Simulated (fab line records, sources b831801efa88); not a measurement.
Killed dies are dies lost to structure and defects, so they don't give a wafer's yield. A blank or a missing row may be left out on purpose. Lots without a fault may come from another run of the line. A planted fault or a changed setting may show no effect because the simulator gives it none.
Chamber matching | flow gf180mcu | GF_V4_CMP_26 on cmp-02: 4 sister chambers
The step polishes, stops on SiO2, t overpolish 15 s, target thk 0 nm. 30 wafers are shown with their chamber, then 12 later ones without.

WAFERS WITH THEIR CHAMBER
wafer  | chamber | motor_current_A (A) | retaining_ring_pressure_frac | slurry_filter_dp_kPa (kPa)
L074.3 | 3       | 10.9                | 0.996                        | 13.60
L074.5 | 1       | 12.2                | 1.007                        | 13.39
L074.6 | 2       | 10.5                | 1.003                        | 13.58
L075.2 | 0       | 11.1                | 0.994                        | 13.62
L075.3 | 1       | 12.1                | 1.000                        | 13.56
L075.5 | 3       | 10.7                | 1.002                        | 13.39
L076.4 | 3       | 10.4                | 1.008                        | 13.53
L076.5 | 3       | 10.8                | 0.994                        | 13.33
L076.6 | 0       | 11.5                | 0.991                        | 13.57
L078.1 | 2       | 10.5                | 1.003                        | 13.63
L078.3 | 3       | 10.1                | 0.988                        | 13.41
L078.5 | 3       | 10.6                | 1.006                        | 13.47
L080.4 | 1       | 12.4                | 1.006                        | 13.61
L080.5 | 2       | 10.5                | 1.000                        | 13.65
L080.6 | 3       | 10.5                | 1.000                        | 13.52
L081.2 | 1       | 12.2                | 1.000                        | 13.53
L081.3 | 3       | 11.2                | 1.000                        | 13.59
L081.6 | 1       | 12.2                | 1.004                        | 13.69
L082.1 | 1       | 13.0                | 1.002                        | 13.37
L082.2 | 2       | 10.6                | 0.997                        | 13.54
L082.3 | 0       | 11.6                | 0.995                        | 13.27
L083.3 | 1       | 12.5                | 1.001                        | 13.43
L083.4 | 0       | 10.9                | 0.991                        | 13.41
L083.6 | 3       | 10.1                | 0.999                        | 13.37
L084.2 | 1       | 11.8                | 1.006                        | 13.46
L084.3 | 0       | 11.0                | 1.001                        | 13.40
L084.4 | 3       | 10.8                | 1.002                        | 13.43
L085.2 | 1       | 12.1                | 1.001                        | 13.61
L085.4 | 3       | 10.3                | 1.001                        | 13.28
L085.5 | 1       | 13.1                | 1.004                        | 13.70

SIGNATURES (means of the wafers above)
reading                      | chamber 0 | chamber 1 | chamber 2 | chamber 3 | scatter within a chamber
motor_current_A              | 11.220    | 12.360    | 10.525    | 10.582    | 0.344
retaining_ring_pressure_frac | 0.99440   | 1.00310   | 1.00075   | 0.99964   | 0.0042
slurry_filter_dp_kPa         | 13.4540   | 13.5350   | 13.6000   | 13.4473   | 0.112
Rule: a wafer's distance from a chamber is the root of the sum, over the readings, of the square of ((its reading less the chamber's mean) divided by the reading's scatter). The wafer belongs to the nearest chamber; if the next one is less than 2 further off, it can't be placed. The scatter: the root of (the sum of the squares of (reading less its chamber's mean) over the shown wafers, divided by (wafers less chambers)).

WAFERS WITHOUT THEIR CHAMBER
wafer  | motor_current_A (A) | retaining_ring_pressure_frac | slurry_filter_dp_kPa (kPa)
L091.4 | 12.8                | 1.006                        | 13.48
L091.5 | 11.1                | 1.005                        | 13.66
L091.6 | 10.4                | 0.993                        | 13.37
L093.3 | 10.6                | 0.998                        | 13.51
L093.5 | 10.1                | 0.995                        | 13.51
L093.6 | 11.4                | 0.995                        | 13.55
L095.1 | 12.7                | 0.999                        | 13.59
L095.4 | 10.4                | 1.002                        | 13.56
L095.6 | 10.5                | 1.001                        | 13.40
L096.1 | 10.7                | 1.003                        | 13.60
L096.2 | 12.5                | 1.002                        | 13.23
L096.6 | 10.4                | 0.998                        | 13.47

WHICH CHAMBER EACH WENT THROUGH
wafer  | from the rows above               | in truth
L091.4 | 1                                 | 1
L091.5 | can't be placed: 2 or 3 or 0 or 1 | 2
L091.6 | can't be placed: 3 or 0 or 2      | 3
L093.3 | can't be placed: 3 or 2 or 0      | 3
L093.5 | can't be placed: 3 or 2 or 0      | 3
L093.6 | can't be placed: 0 or 3 or 2      | 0
L095.1 | 1                                 | 1
L095.4 | can't be placed: 2 or 3           | 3
L095.6 | can't be placed: 3 or 2           | 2
L096.1 | can't be placed: 2 or 3           | 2
L096.2 | can't be placed: 1 or 0           | 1
L096.6 | can't be placed: 3 or 2 or 0      | 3
Placed correctly: 2 of 12. Can't be placed from these rows: 10 (the true chamber is among the candidates in 10). Placed wrongly: 0.
